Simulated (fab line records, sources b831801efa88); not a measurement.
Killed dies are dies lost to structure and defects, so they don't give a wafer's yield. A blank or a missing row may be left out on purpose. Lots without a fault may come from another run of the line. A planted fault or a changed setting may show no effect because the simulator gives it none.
Chamber matching | flow sky130 | SKY_VIA2_ETCH_15 on rie_diel-04: 4 sister chambers
The step etches SiO2 in C4F8/O2/Ar, stops on TiN, target depth 546 nm, time 84 s. 8 wafers are shown with their chamber, then 9 later ones without.

WAFERS WITH THEIR CHAMBER
wafer  | chamber | chamber_pressure_mTorr (mTorr) | oes_product_au (a.u.)
L083.3 | 1       | 40.04                          | 0.936
L083.5 | 1       | 39.98                          | 0.941
L084.1 | 0       | 40.00                          | 0.942
L084.2 | 3       | 40.03                          | 0.939
L084.6 | 3       | 40.00                          | 0.932
L086.1 | 0       | 40.00                          | 0.937
L086.2 | 2       | 39.97                          | 0.939
L086.4 | 2       | 40.03                          | 0.939

WAFERS WITHOUT THEIR CHAMBER
wafer  | chamber_pressure_mTorr (mTorr) | oes_product_au (a.u.)
L089.1 | 40.02                          | 0.940
L089.3 | 40.05                          | 0.944
L089.5 | 40.00                          | 0.938
L094.3 | 40.03                          | 0.931
L094.4 | 40.05                          | 0.939
L094.5 | 40.01                          | 0.946
L095.2 | 40.03                          | 0.931
L095.3 | 40.00                          | 0.938
L095.6 | 39.99                          | 0.938

WHICH CHAMBER EACH WENT THROUGH
wafer  | from the rows above               | in truth
L089.1 | can't be placed: 1 or 0 or 2 or 3 | 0
L089.3 | can't be placed: 1 or 0 or 2 or 3 | 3
L089.5 | can't be placed: 2 or 1 or 0 or 3 | 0
L094.3 | can't be placed: 3 or 1 or 2 or 0 | 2
L094.4 | can't be placed: 1 or 3 or 2 or 0 | 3
L094.5 | can't be placed: 0 or 2 or 1 or 3 | 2
L095.2 | can't be placed: 3 or 1 or 2 or 0 | 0
L095.3 | can't be placed: 2 or 1 or 0 or 3 | 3
L095.6 | can't be placed: 2 or 0 or 1 or 3 | 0
Placed correctly: 0 of 9. Can't be placed from these rows: 9 (the true chamber is among the candidates in 9). Placed wrongly: 0.
How it was worked out, from the rows above alone: a wafer's distance from a chamber is the root of the sum, over the readings, of the square of ((its reading less the chamber's mean) divided by the reading's scatter). The wafer belongs to the nearest chamber; if the next one is less than 2 further off, it can't be placed. A chamber's mean is the mean of its shown wafers. The scatter: the root of (the sum of the squares of (reading less its chamber's mean) over the shown wafers, divided by (wafers less chambers)).
